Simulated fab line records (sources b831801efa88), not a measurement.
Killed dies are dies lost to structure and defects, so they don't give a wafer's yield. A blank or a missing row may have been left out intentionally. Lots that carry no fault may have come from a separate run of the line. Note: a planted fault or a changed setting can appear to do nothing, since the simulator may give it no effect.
Comparing a struck lot with a sound one | flow sky130 | 18 steps out of a route of 708
Sound: wafers L153.4, L153.5, L153.6. The struck wafers were L148.2, L148.4, L148.6. The cause is given at the end.
Order at every step that has rows: each side's tool, ch and its chambers, its first start. Under that, the readings that differ: sound wafers | struck wafers | difference of the means | sigmas: that difference in standard deviations of wafers without a fault.
alike: readings with means less than 2 such deviations apart, plus words and numbers identical on both sides. not compared: withheld readings, readings lacking a value on some wafer, bounds such as >300 that could conceal the same value, and numbers that have no deviation in the record and whose values overlap.
The two part at a step that has a row with sigmas, a row that says differs or no value, or rows on one side only. Numbers that have no deviation but don't overlap get no sigmas and don't part them. A reading that every wafer of one side lacks parts them only if that side has two wafers or more.

first, 4 steps without rows for these wafers: SKY_LDD_HVP_SOFTBAKE_03 (time 60 s); SKY_LDD_HVP_EXPOSE_04 (exposes mask HVPTM, target cd 700 nm); SKY_LDD_HVP_PEB_05; SKY_LDD_HVP_DEVELOP_06 (develop time 60 s).
SKY_LDD_HVP_OVL_MEAS_07:
  struck on overlay-02, day 23 17:40; sound on overlay-01, day 25 10:59
reading          | sound       | struck         | difference | sigmas
LDD_HVP_OVL (nm) | 2.3 1.3 1.7 | -1.6 -1.8 -1.8 | -3.5       | -2
next, for these wafers, 1 step has no rows: SKY_LDD_HVP_IMPLANT_08.
SKY_LDD_HVP_STRIP_09: strips in O2/N2.
  sound on plasmaAsher-04 ch 0,1, day 25 11:11; struck on plasmaAsher-02 ch 0,1, day 23 17:51
  alike: drypumpMotorCurrentA, oesProductAu, stripTimeToEndpointS
  not compared: rfHoursCounterH
SKY_LDD_HVP_TW_MEAS_10:
  struck on filmMetro-01, day 23 17:58; sound on filmMetro-01, day 25 11:17
  alike: LDD_HVP_TW
then, 4 steps without rows for these wafers: SKY_LDD_LDN_DEHYDRATE_00 (time 60 s); SKY_LDD_LDN_HMDS_01 (prime time 60 s); SKY_LDD_LDN_COAT_02 (resist thk 1140 nm); SKY_LDD_LDN_SOFTBAKE_03 (time 60 s).
SKY_LDD_LDN_EXPOSE_04: exposes mask LDNTM, target cd 700 nm.
  sound on ilineStepper-01 ch 0, day 26 01:31; struck on ilineStepper-02 ch 0, day 24 09:31
reading                       | sound                | struck               | difference | sigmas
model.LDD_LDN.overlayXNm (nm) | 0.7716 0.7716 0.7716 | -55.91 -55.91 -55.91 | -56.68     | 
  alike: mask, stageVelMmS
then, 2 steps without rows for these wafers: SKY_LDD_LDN_PEB_05; SKY_LDD_LDN_DEVELOP_06 (develop time 60 s).
SKY_LDD_LDN_OVL_MEAS_07:
  struck on overlay-01, day 24 23:49; sound on overlay-01, day 26 15:50
reading          | sound       | struck            | difference | sigmas
LDD_LDN_OVL (nm) | 1.2 1.8 2.2 | -53.0 -53.6 -54.4 | -55.4      | -50
next, for these wafers, 1 step has no rows: SKY_LDD_LDN_IMPLANT_08.
-- record jumps: 22 days separate the struck wafers' starts on either side; left off in module LDD_LDN, taken up again in module PAD_OPEN, whose first shown step is the route's number 708 --
SKY_PAD_OPEN_PROBE_99:
  struck on prober-02, day 47 08:45; sound on prober-01, day 48 13:47
  alike: killed_at_M0_to_M3, killed_at_M4_up, killedAtContacts, killedAtFrontEnd, killedAtOther, killedDies, killedOpen, killedShort

== WHERE THEY PART ==
Last at SKY_LDD_LDN_OVL_MEAS_07 as far as this record goes, first at SKY_LDD_HVP_OVL_MEAS_07. Later steps at which nothing parts them and some readings are alike: SKY_PAD_OPEN_PROBE_99.

WHY: whatever the simulator had introduced
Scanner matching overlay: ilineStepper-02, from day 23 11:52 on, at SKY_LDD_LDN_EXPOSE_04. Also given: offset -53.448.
